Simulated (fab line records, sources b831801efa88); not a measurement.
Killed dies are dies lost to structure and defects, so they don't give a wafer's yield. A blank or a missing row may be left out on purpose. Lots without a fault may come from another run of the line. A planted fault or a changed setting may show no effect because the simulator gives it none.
Which tool did it? | flow gf180mcu | 11 lots, 33 wafers sampled, at 3 steps of a route of 602

WHAT THE GAUGES READ, wafer by wafer
GF_NSD_TW_MEAS_12.
lot  | measured     | on            | NSD_TW
L661 | day 14 02:05 | film_metro-03 | 4289 4275 4288
L663 | day 14 21:38 | film_metro-03 | 4294 4259 4263
L664 | day 15 07:26 | film_metro-03 | 4271 4292 4281
L666 | day 15 17:17 | film_metro-02 | 4293 4311 4300
L668 | day 16 11:29 | film_metro-02 | 4270 4248 4263
L669 | day 17 02:50 | film_metro-03 | 4299 4298 4311
L671 | day 17 08:36 | film_metro-02 | 4235 4247 4240
L675 | day 18 20:49 | film_metro-02 | 4290 4294 4256
L676 | day 18 22:56 | film_metro-03 | 4535 4498 4538
L677 | day 19 12:12 | film_metro-03 | 4549 4561 4540
L681 | day 20 19:17 | film_metro-03 | 4262 4243 4251

WHICH TOOL RAN EACH LOT (tool, then ch and the chambers of the sampled wafers, then the start)
lot  | GF_NSD_IMPLANT_09               | GF_NSD_STRIP_11
L661 | implanter-02 ch 0, day 14 01:41 | plasma_asher-04 ch 0, day 14 01:59
L663 | implanter-02 ch 0, day 14 21:14 | plasma_asher-01 ch 0,1, day 14 21:32
L664 | implanter-01 ch 0, day 15 07:03 | plasma_asher-01 ch 0,1, day 15 07:20
L666 | implanter-01 ch 0, day 15 16:53 | plasma_asher-04 ch 0,1, day 15 17:11
L668 | implanter-01 ch 0, day 16 11:05 | plasma_asher-04 ch 0,1, day 16 11:23
L669 | implanter-03 ch 0, day 17 02:26 | plasma_asher-02 ch 1, day 17 02:44
L671 | implanter-01 ch 0, day 17 08:12 | plasma_asher-04 ch 0,1, day 17 08:30
L675 | implanter-03 ch 0, day 18 20:26 | plasma_asher-02 ch 0,1, day 18 20:43
L676 | implanter-03 ch 0, day 18 22:34 | plasma_asher-02 ch 0, day 18 22:50
L677 | implanter-03 ch 0, day 19 11:48 | plasma_asher-04 ch 0,1, day 19 12:06
L681 | implanter-01 ch 0, day 20 18:53 | plasma_asher-02 ch 0,1, day 20 19:11
- GF_NSD_IMPLANT_09
- GF_NSD_STRIP_11: strips in O2/N2.

THE ANSWER, worked out from the rows above alone
Rule: what is usual is taken from the lots themselves. Put in order of their means at a reading, lots are off if they are a third of the lots or fewer, leave a main group of 4 or more, and stand apart from it by a gap of 3 or more times the standard deviation of the main group's means; of several such gaps the widest counts. A main group whose means are all the same, to the digits that the tables above print for the reading, isn't used. A lot without any number at a reading at which 4 lots or more have one is off too. The other lots that the step has rows for count as sound.
Off: L676, L677, at GF_NSD_TW_MEAS_12 (NSD_TW). The main group: mean 4275, standard deviation 20.
A tool fits if, at a process step before that reading, it ran every lot that is off, and no sound lot after the first of them. The gauges at GF_NSD_TW_MEAS_12 are tried like those tools. One fits: implanter-03 at GF_NSD_IMPLANT_09. Its last sound lot is L675 (day 18 20:26), its first lot that is off L676 (day 18 22:34): a fault that began between those two fits.

WHAT THE SIMULATOR HAD PUT IN
Process parameter drift: implanter-03, from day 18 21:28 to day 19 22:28, at GF_NSD_IMPLANT_09. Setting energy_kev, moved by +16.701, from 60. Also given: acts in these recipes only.
Lots struck among those shown: L676, L677. The rule above found the same.
